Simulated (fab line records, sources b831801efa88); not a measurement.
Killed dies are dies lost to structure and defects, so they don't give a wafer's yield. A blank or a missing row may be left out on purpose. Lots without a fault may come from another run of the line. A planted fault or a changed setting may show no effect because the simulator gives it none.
Problem report in the 8D (eight disciplines) form, filled by code | flow sky130 | the parts of the form that need people (team, actions taken, sign-off) are left out

1. THE PROBLEM
dose_ions_cm2 at SKY_LDD_N_IMPLANT_15 reads a mean of 3.306e+12 on 6 wafers of 2 lots; wafers without a fault read 4.999e+12 with a standard deviation of 5.3e+09. That is -99 or more standard deviations from the usual mean.
First seen on wafer L475.1, day 22 03:55, on implanter-01. The record holds 18 wafers of 6 lots with a number at this step. Rule for "out", or "out of limits": more than 4 standard deviations from the usual mean. The other wafers with a number count as sound.

2. WHAT IT IS AND WHAT IT IS NOT
question                    | is                                | is not
which readings at this step | dose_ions_cm2, faraday_current_uA | -
which lots                  | L475, L477                        | L465, L467, L485, L486
which wafers of those lots  | all that have a number            | -
read on which tools         | implanter-01                      | implanter-03, implanter-04
when                        | from day 22 03:55                 | up to then (6 sound wafers); but 6 sound wafers of L485, L486 came after

3. SUSPECTS, AND WHAT RULES EACH OUT
Counting: a tool at a process step up to the reading stays a suspect if it ran every lot that is out and no sound lot after the first of them.
- implanter-01 at SKY_LDD_N_IMPLANT_15: kept. It ran every lot that is out, first L475 (day 22 03:55), and no sound lot after that; its last sound lot up to then is L467 (day 19 15:15). Its own readings are out on those wafers: dose_ions_cm2, faraday_current_uA.
Left after counting: implanter-01 at SKY_LDD_N_IMPLANT_15.

4. THE CAUSE (what the simulator had put in)
Process parameter drift: implanter-01, from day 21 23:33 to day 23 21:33, at SKY_LDD_N_IMPLANT_15. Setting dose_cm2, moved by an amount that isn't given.
Counting left only this tool.

5. THE CHAIN OF EFFECTS, in route order
Each row: a reading whose mean over the struck wafers that have a number lies more than 3 standard deviations from the usual. Only readings for which the record gives a usual standard deviation are gone through. hours: the time from each lot's start at the first step in this table that gives one to its start at this step, as a median over the lots. sigmas: the change in usual standard deviations.
hours | step                 | reading            | usual     | on struck wafers | change     | sigmas
0     | SKY_LDD_N_IMPLANT_15 | dose_ions_cm2      | 4.999e+12 | 3.306e+12        | -1.692e+12 | -99 or more
0     | SKY_LDD_N_IMPLANT_15 | faraday_current_uA | 28.2      | 18.8             | -9.4       | -18
The process steps in it:
- SKY_LDD_N_IMPLANT_15

6. WHAT WOULD HAVE CAUGHT IT SOONER
In this record the first reading out of limits was taken at day 22 03:55, 4 hours after the fault began at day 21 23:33.
